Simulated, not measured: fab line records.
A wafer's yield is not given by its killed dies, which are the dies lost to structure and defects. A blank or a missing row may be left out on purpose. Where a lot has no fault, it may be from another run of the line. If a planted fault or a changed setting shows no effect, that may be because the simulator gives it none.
Problem report, 8D (eight disciplines) form, completed by code / flow gf180mcu / the parts of the form that need people (team, actions taken, sign-off) are left out

## 1. THE ISSUE
chamberPressurePa at GF_CONTACT_SPUTTER_22 reads a mean of 6.232 Pa on 2 wafers of 2 lots; wafers without a fault read 4.999 Pa with a standard deviation of 0.0084. That is +99 or more standard deviations from the usual mean.
The step: material Ti, target thk 15 nm, time 80.02 s.
Earliest sighting: wafer L245.2 on pvdSputter-03 at day 19 23:01. The record has a number at this step for 42 wafers belonging to 14 lots. By rule, "out" or "out of limits" means more than 4 standard deviations away from the usual mean. The rest of the wafers with a number are treated as sound.

## 2. WHAT IT IS; WHAT IT IS NOT
question=which readings at this step | is=chamberPressurePa | is not=-
question=which lots | is=L245, L246 | is not=L235, L238, L240, L249, L250, L252, L253, L254, L255, L256, L257, L258
question=which wafers of those lots | is=L245.2, L246.6 | is not=L245.3, L245.4, L246.1, L246.3
question=read on which tools | is=pvdSputter-03 | is not=pvdSputter-02, pvdSputter-04
question=when | is=from day 19 23:01 | is not=up to then (11 sound wafers); but 29 sound wafers of L246, L249, L250, L252, L253, L254, L255, L256, L257, L258 came after

## 3. SUSPECTS, AND WHAT RULES EACH OUT
Counting: if a tool at a process step up to the reading ran every lot that is out, it stays a suspect. Sound lots after the first of them don't rule it out here, since some wafers of a struck lot are sound.
- pvdSputter-03 at GF_CONTACT_SPUTTER_22 (material Ti, target thk 15 nm, time 80.02 s): kept. It ran every lot that is out, first L245 (day 19 23:01). Its own chamberPressurePa readings are out on those wafers.
After counting, what remains is pvdSputter-03 at GF_CONTACT_SPUTTER_22.

## 4. THE CAUSE (what the simulator had put in)
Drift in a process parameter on pvdSputter-03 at GF_CONTACT_SPUTTER_22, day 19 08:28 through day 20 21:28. The setting chamberPressurePa was moved by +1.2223, starting from 5. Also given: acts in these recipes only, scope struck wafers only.
The count eliminated every tool but this one.

## 5. THE CHAIN OF EFFECTS, in route order
Each row: a reading where the mean over the struck wafers with a number is more than 3 standard deviations away from the usual. Only readings whose record carries a usual standard deviation are examined. hours: median over the lots of the time between each lot's start at the first step of this table that gives one and its start at this step. sigmas: the change, counted in usual standard deviations.
hours=0; step=GF_CONTACT_SPUTTER_22; reading=chamberPressurePa; usual=4.999 Pa; on struck wafers=6.232; change=+1.234; sigmas=+99 or more
hours=0; step=GF_CONTACT_SPUTTER_22; reading=throttleValvePct; usual=30.4 %; on struck wafers=26.2; change=-4.1; sigmas=-4.1
Its process steps:
- GF_CONTACT_SPUTTER_22: material Ti, target thk 15 nm, time 80.02 s.
At these later measuring or inspecting steps, every struck wafer for which the step has a row has a number for every such reading, and none has moved that far: GF_V3_CD_MEAS_14, GF_M4_CD_MEAS_14.

## 6. HOW IT WOULD HAVE BEEN CAUGHT EARLIER
In this record the first reading out of limits was taken at day 19 23:01, 15 hours after the fault began at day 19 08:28.
